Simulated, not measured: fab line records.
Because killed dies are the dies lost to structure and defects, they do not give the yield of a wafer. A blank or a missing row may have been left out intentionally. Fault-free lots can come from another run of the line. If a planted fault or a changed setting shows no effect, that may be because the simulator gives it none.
Comparing a struck lot with a sound one | flow gf180mcu | 18 out of 602 route steps
Sound: wafers L527.1, L527.2, L527.3. Struck: wafers L533.2, L533.5. (L533.4 of the same lot was not struck and is left out.) The cause comes at the end.
For every step that has rows: the tool of each side, followed by ch and its chambers, followed by its first start. Under that, the readings that differ: sound wafers | struck wafers | difference of the means | sigmas: that difference in standard deviations of wafers without a fault.
alike: same words and numbers on both sides, and readings whose means sit less than 2 such deviations apart. not compared: any withheld reading, any reading some wafer has no value for, any bound like >300 that may hide the same value, and any number with overlapping values for which the record gives no deviation.
The two part at a step that has a row with sigmas, a row that says differs or no value, or rows on one side only. Numbers that don't overlap but have no deviation are shown without sigmas and don't part them. A reading missing from all wafers of one side parts the sides only when that side holds two or more wafers.

first, 2 steps without rows for these wafers: GF_CONTACT_PEB_12 (peb time 90 s); GF_CONTACT_DEVELOP_13 (develop time 60 s).
GF_CONTACT_CD_MEAS_14: target cd 220 nm.
  struck on cd_sem-01, day 21 07:05; sound on cd_sem-01, day 19 08:15
  alike: cd_nm
GF_CONTACT_OVL_MEAS_15:
  struck on overlay-01, day 21 07:11; sound on overlay-01, day 19 08:22
  alike: CONTACT_OVL
GF_CONTACT_ETCH_16: etches BARC in N2/H2.
  sound on rie_diel-04 ch 0,2,3, day 19 08:25; struck on rie_diel-04 ch 0,3, day 21 07:13
  alike: chamber_pressure_mTorr, drypump_motor_current_A, oes_product_au, throttle_valve_pct
GF_CONTACT_ETCH_17: etches SiO2 in C4F8/O2/Ar, stops on CoSi2, target depth 860 nm.
  sound on rie_diel-04 ch 0,2,3; struck on rie_diel-04 ch 0,3
  alike: chamber_pressure_mTorr, oes_product_au
GF_CONTACT_STRIP_18: strips in O2/N2.
  sound on plasma_asher-01 ch 0,1, day 19 08:34; struck on plasma_asher-03 ch 0, day 21 07:23
  reading                     | sound       | struck  | difference | sigmas
  drypump_motor_current_A (A) | 6.5 6.1 6.4 | 5.4 5.4 | -0.9       | -2
  alike: chamber_pressure_mTorr, heater_power_w, oes_product_au
  not compared: rf_hours_counter_h
then, 3 steps without rows for these wafers: GF_CONTACT_CLEAN_19 (cleans in SPM); GF_CONTACT_CLEAN_20 (cleans in DIW); GF_CONTACT_CLEAN_21 (cleans in dHF, time 20 s).
GF_CONTACT_SPUTTER_22: material Ti, target thk 15 nm, time 80.02 s.
  struck on pvd_sputter-03, day 21 07:40; sound on pvd_sputter-03, day 19 08:53
  alike: cathode_dc_power_W, throttle_valve_pct
then, 1 step without rows for these wafers: GF_CONTACT_SPUTTER_23 (material TiN, target thk 10 nm, time 40 s).
GF_CONTACT_CVD_24: deposits W, target thk 300 nm, time 90.339 s.
  sound on cvd_w-01 ch 0,1, day 19 08:59; struck on cvd_w-02 ch 0, day 21 07:50
  reading                               | sound             | struck      | difference | sigmas
  model.W_of_CONTACT_CVD_24.thk_nm (nm) | 299.9 300.5 302.8 | 188.6 187.5 | -113.0     |
  alike: heater_power_w, susceptor_temp_C
GF_CONTACT_RS_MEAS_25: the measuring method here is four-point-probe.
  struck on film_metro-01, day 21 07:57; sound on film_metro-01, day 19 09:05
  reading               | sound             | struck      | difference | sigmas
  CONTACT_W_RS (ohm/sq) | 0.382 0.382 0.379 | 0.612 0.615 | +0.232     | +70
GF_CONTACT_THK_MEAS_26: measures by xrf.
  struck on film_metro-01, day 21 08:04; sound on film_metro-01, day 19 09:12
  reading            | sound       | struck  | difference | sigmas
  CONTACT_W_THK (nm) | 296 297 297 | 186 186 | -111       | -28
GF_CONTACT_CMP_27: polishes, stops on SiO2, t overpolish 15 s, target thk 0 nm.
  sound on cmp-02 ch 0,1,3, day 19 09:16; struck on cmp-01 ch 1,2, day 21 08:10
  reading                | sound          | struck    | difference | sigmas
  time_to_endpoint_s (s) | 75.0 70.5 71.1 | 43.9 40.5 | -30.0      | -12
  alike: motor_current_A
GF_M1_SPUTTER_00: material Ti, target thk 37.5 nm, time 150 s.
  struck on pvd_sputter-01, day 21 08:25; sound on pvd_sputter-02, day 19 09:34
  alike: cathode_dc_power_W, throttle_valve_pct
GF_PASSIVATION_PROBE_99:
  the record has rows for the sound wafers here (prober-02, day 31 18:59) and none for the struck ones

## WHERE THEY PART
At GF_CONTACT_STRIP_18 first; at GF_PASSIVATION_PROBE_99 last (within this record only).

WHY: whatever the simulator had introduced
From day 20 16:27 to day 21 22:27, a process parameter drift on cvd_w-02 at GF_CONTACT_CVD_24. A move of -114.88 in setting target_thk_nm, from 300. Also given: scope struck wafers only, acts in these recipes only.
